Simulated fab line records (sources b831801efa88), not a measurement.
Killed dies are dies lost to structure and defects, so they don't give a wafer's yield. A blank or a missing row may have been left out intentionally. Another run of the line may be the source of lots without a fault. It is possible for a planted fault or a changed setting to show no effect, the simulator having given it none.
Matching of chambers || flow gf180mcu || GF_V4_CMP_04 on cmp-02 has 4 sister chambers
The step polishes SiO2. 4 wafers are shown with their chamber, then 12 later ones without.

WAFERS, EACH WITH ITS CHAMBER
{"wafer": "L084.3", "chamber": 0, "motorCurrentA (A)": 14.0}
{"wafer": "L084.5", "chamber": 3, "motorCurrentA (A)": 11.2}
{"wafer": "L086.1", "chamber": 1, "motorCurrentA (A)": 11.0}
{"wafer": "L086.6", "chamber": 2, "motorCurrentA (A)": 13.1}

WAFERS MISSING THEIR CHAMBER
{"wafer": "L087.1", "motorCurrentA (A)": 11.2}
{"wafer": "L087.2", "motorCurrentA (A)": 12.5}
{"wafer": "L087.4", "motorCurrentA (A)": 11.6}
{"wafer": "L089.2", "motorCurrentA (A)": 11.5}
{"wafer": "L089.3", "motorCurrentA (A)": 13.3}
{"wafer": "L089.4", "motorCurrentA (A)": 10.9}
{"wafer": "L090.2", "motorCurrentA (A)": 10.6}
{"wafer": "L090.5", "motorCurrentA (A)": 10.6}
{"wafer": "L090.6", "motorCurrentA (A)": 13.9}
{"wafer": "L091.2", "motorCurrentA (A)": 11.1}
{"wafer": "L091.4", "motorCurrentA (A)": 11.3}
{"wafer": "L091.5", "motorCurrentA (A)": 11.1}

WHICH CHAMBER EACH WENT THROUGH
{"wafer": "L087.1", "from the rows above": "can't be placed: 3 or 1", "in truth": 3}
{"wafer": "L087.2", "from the rows above": 2, "in truth": 2}
{"wafer": "L087.4", "from the rows above": "can't be placed: 3 or 1", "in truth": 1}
{"wafer": "L089.2", "from the rows above": "can't be placed: 3 or 1", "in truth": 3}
{"wafer": "L089.3", "from the rows above": "can't be placed: 2 or 0", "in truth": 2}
{"wafer": "L089.4", "from the rows above": "can't be placed: 1 or 3", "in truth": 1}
{"wafer": "L090.2", "from the rows above": "can't be placed: 1 or 3", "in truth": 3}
{"wafer": "L090.5", "from the rows above": "can't be placed: 1 or 3", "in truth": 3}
{"wafer": "L090.6", "from the rows above": 0, "in truth": 0}
{"wafer": "L091.2", "from the rows above": "can't be placed: 1 or 3", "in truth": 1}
{"wafer": "L091.4", "from the rows above": "can't be placed: 3 or 1", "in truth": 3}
{"wafer": "L091.5", "from the rows above": "can't be placed: 1 or 3", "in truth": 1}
2 of 12 placed correctly. Not placeable from these rows: 10 (in 10, the candidates include the true chamber). Placed wrongly: 0.
How it was worked out, from the rows above alone: a wafer's distance from a chamber is the root of the sum, over the readings, of the square of ((its reading less the chamber's mean) divided by the reading's scatter). If the next closest chamber is less than 2 further off than the closest, the wafer can't be placed; otherwise it belongs to the closest. Each chamber's mean is taken over the wafers shown for it. The scatter: root of mean squared gap, hidden wafer to nearest shown wafer, with one shown wafer a chamber.
